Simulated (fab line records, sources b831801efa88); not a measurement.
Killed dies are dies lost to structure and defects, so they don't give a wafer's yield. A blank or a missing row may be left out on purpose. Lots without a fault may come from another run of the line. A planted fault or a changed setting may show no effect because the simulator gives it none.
Which tool did it? | flow gf180mcu | 10 lots, 30 wafers sampled, at 5 steps of a route of 602

WHAT THE GAUGES READ, wafer by wafer
GF_V3_OVL_MEAS_15. Usual: V3_OVL -4 nm, standard deviation 5.2.
lot  | measured     | on         | V3_OVL (nm) | flag
L120 | day 22 23:05 | overlay-01 | 8 1 6       |
L123 | day 23 18:59 | overlay-02 | -5 -5 -8    |
L124 | day 24 08:19 | overlay-01 | -2 -3 0     |
L125 | day 24 17:50 | overlay-01 | -7 -8 -5    |
L127 | day 25 07:55 | overlay-02 | -6 -8 -2    |
L126 | day 25 09:45 | overlay-01 | 0 8 -3      |
L129 | day 26 00:42 | overlay-01 | -3 -4 -3    |
L140 | day 29 01:47 | overlay-01 | 3 -2 -2     |
L141 | day 29 08:58 | overlay-02 | -5 -10 -8   |
L142 | day 29 16:14 | overlay-02 | -1 -6 -7    |

GF_V3_RS_MEAS_24: measures by four-point-probe. Usual: V3_W_RS 0.328 ohm/sq, standard deviation 0.0041.
lot  | measured     | on            | V3_W_RS (ohm/sq)  | flag
L120 | day 23 00:01 | film_metro-04 | 0.326 0.325 0.326 |
L123 | day 23 19:55 | film_metro-01 | 0.325 0.324 0.323 |
L124 | day 24 09:14 | film_metro-01 | 0.322 0.326 0.325 |
L125 | day 24 18:49 | film_metro-01 | 0.334 0.333 0.328 |
L127 | day 25 08:52 | film_metro-01 | 0.327 0.332 0.329 |
L126 | day 25 10:44 | film_metro-04 | 0.334 0.330 0.551 | OFF
L129 | day 26 01:37 | film_metro-01 | 0.327 0.539 0.328 | OFF
L140 | day 29 02:41 | film_metro-02 | 0.326 0.339 0.327 |
L141 | day 29 09:53 | film_metro-02 | 0.333 0.332 0.326 |
L142 | day 29 17:12 | film_metro-01 | 0.327 0.329 0.330 |

GF_V3_THK_MEAS_25: measures by xrf. Usual: V3_W_THK 351 nm, standard deviation 4.3.
lot  | measured     | on            | V3_W_THK (nm) | flag
L120 | day 23 00:07 | film_metro-04 | 354 355 354   |
L123 | day 23 20:02 | film_metro-01 | 354 352 357   |
L124 | day 24 09:20 | film_metro-01 | 359 351 352   |
L125 | day 24 18:55 | film_metro-01 | 343 342 351   |
L127 | day 25 08:59 | film_metro-01 | 351 346 350   |
L126 | day 25 10:51 | film_metro-04 | 342 345 211   | OFF
L129 | day 26 01:44 | film_metro-01 | 352 214 351   | OFF
L140 | day 29 02:49 | film_metro-02 | 355 342 353   |
L141 | day 29 10:00 | film_metro-02 | 346 349 355   |
L142 | day 29 17:18 | film_metro-01 | 350 350 349   |

WHICH TOOL RAN EACH LOT (tool, then ch and the chambers of the sampled wafers, then the start)
lot  | GF_M1_STRIP_17                       | GF_V3_CVD_23
L120 | plasma_asher-04 ch 0, day 17 15:54   | cvd_w-02 ch 0,1, day 22 23:53
L123 | plasma_asher-01 ch 0,1, day 18 11:46 | cvd_w-01 ch 0,1, day 23 19:49
L124 | plasma_asher-02 ch 0,1, day 19 03:14 | cvd_w-01 ch 1, day 24 09:06
L125 | plasma_asher-01 ch 0,1, day 19 14:24 | cvd_w-02 ch 0, day 24 18:41
L127 | plasma_asher-01 ch 0,1, day 20 06:14 | cvd_w-02 ch 0,1, day 25 08:44
L126 | plasma_asher-02 ch 0,1, day 20 06:35 | cvd_w-02 ch 0,1, day 25 10:37
L129 | plasma_asher-04 ch 0,1, day 21 00:20 | cvd_w-02 ch 0,1, day 26 01:30
L140 | plasma_asher-04 ch 0,1, day 24 11:30 | cvd_w-02 ch 0,1, day 29 02:35
L141 | plasma_asher-02 ch 0,1, day 24 19:36 | cvd_w-02 ch 0,1, day 29 09:46
L142 | plasma_asher-04 ch 0,1, day 25 04:19 | cvd_w-01 ch 0,1, day 29 17:05
- GF_M1_STRIP_17: strips in O2/N2.
- GF_V3_CVD_23: deposits W, target thk 350 nm, time 104.9 s.

WHAT THE TOOLS THEMSELVES READ (means of the sampled wafers that have a number; where no wafer has one, the mark that the record gives instead)
GF_M1_STRIP_17. Usual: drypump_motor_current_A 5.6 A, standard deviation 0.37; heater_power_w 331 W, standard deviation 40; oes_product_au 0.536 a.u., standard deviation 0.0052; strip_time_to_endpoint_s 7.38 s, standard deviation 0.05.
lot  | tool            | drypump_motor_current_A (A) | heater_power_w (W) | oes_product_au (a.u.) | strip_time_to_endpoint_s (s) | flag
L120 | plasma_asher-04 | 5.4                         | 285                | 0.540                 | 7.36                         |
L123 | plasma_asher-01 | 5.4                         | 333                | 0.538                 | 7.45                         |
L124 | plasma_asher-02 | 5.9                         | 360                | 0.542                 | 7.44                         |
L125 | plasma_asher-01 | 5.4                         | 343                | 0.533                 | 7.43                         |
L127 | plasma_asher-01 | 5.5                         | 347                | 0.533                 | 7.35                         |
L126 | plasma_asher-02 | 6.1                         | 382                | 0.543                 | 7.42                         |
L129 | plasma_asher-04 | 5.3                         | 284                | 0.533                 | 7.33                         |
L140 | plasma_asher-04 | 5.4                         | 288                | 0.536                 | 7.41                         |
L141 | plasma_asher-02 | 6.1                         | 382                | 0.537                 | 7.35                         |
L142 | plasma_asher-04 | 5.4                         | 282                | 0.542                 | 7.41                         |

GF_V3_CVD_23. Usual: chamber_pressure_Torr 40.01 Torr, standard deviation 0.081; heater_power_w 862 W, standard deviation 83.
lot  | tool     | chamber_pressure_Torr (Torr) | heater_power_w (W) | flag
L120 | cvd_w-02 | 39.94                        | 951                |
L123 | cvd_w-01 | 40.06                        | 777                |
L124 | cvd_w-01 | 40.05                        | 781                |
L125 | cvd_w-02 | 39.99                        | 968                |
L127 | cvd_w-02 | 39.99                        | 916                |
L126 | cvd_w-02 | 40.07                        | 926                |
L129 | cvd_w-02 | 40.04                        | 944                |
L140 | cvd_w-02 | 39.97                        | 953                |
L141 | cvd_w-02 | 39.88                        | 937                |
L142 | cvd_w-01 | 40.05                        | 781                |

THE ANSWER, worked out from the rows above alone
Rule: a lot is off if the mean of its wafers that have a number lies more than 3 standard deviations from the usual mean. A lot without any number at a reading at which 4 lots or more have one is off too. The other lots that the step has rows for count as sound. The gauges are gone through in route order, then the tools' own readings, and for those a lot's mean is taken as printed above. The first step at which some lot is off is used, and at that step the reading that is off furthest; a lot without a number counts as furthest.
Off: L126, L129, at GF_V3_RS_MEAS_24 (V3_W_RS).
A tool fits if, at a process step before that reading, it ran every lot that is off, and no sound lot after the first of them. The gauges at GF_V3_RS_MEAS_24 are tried like those tools. None of those tried fits.

WHAT THE SIMULATOR HAD PUT IN
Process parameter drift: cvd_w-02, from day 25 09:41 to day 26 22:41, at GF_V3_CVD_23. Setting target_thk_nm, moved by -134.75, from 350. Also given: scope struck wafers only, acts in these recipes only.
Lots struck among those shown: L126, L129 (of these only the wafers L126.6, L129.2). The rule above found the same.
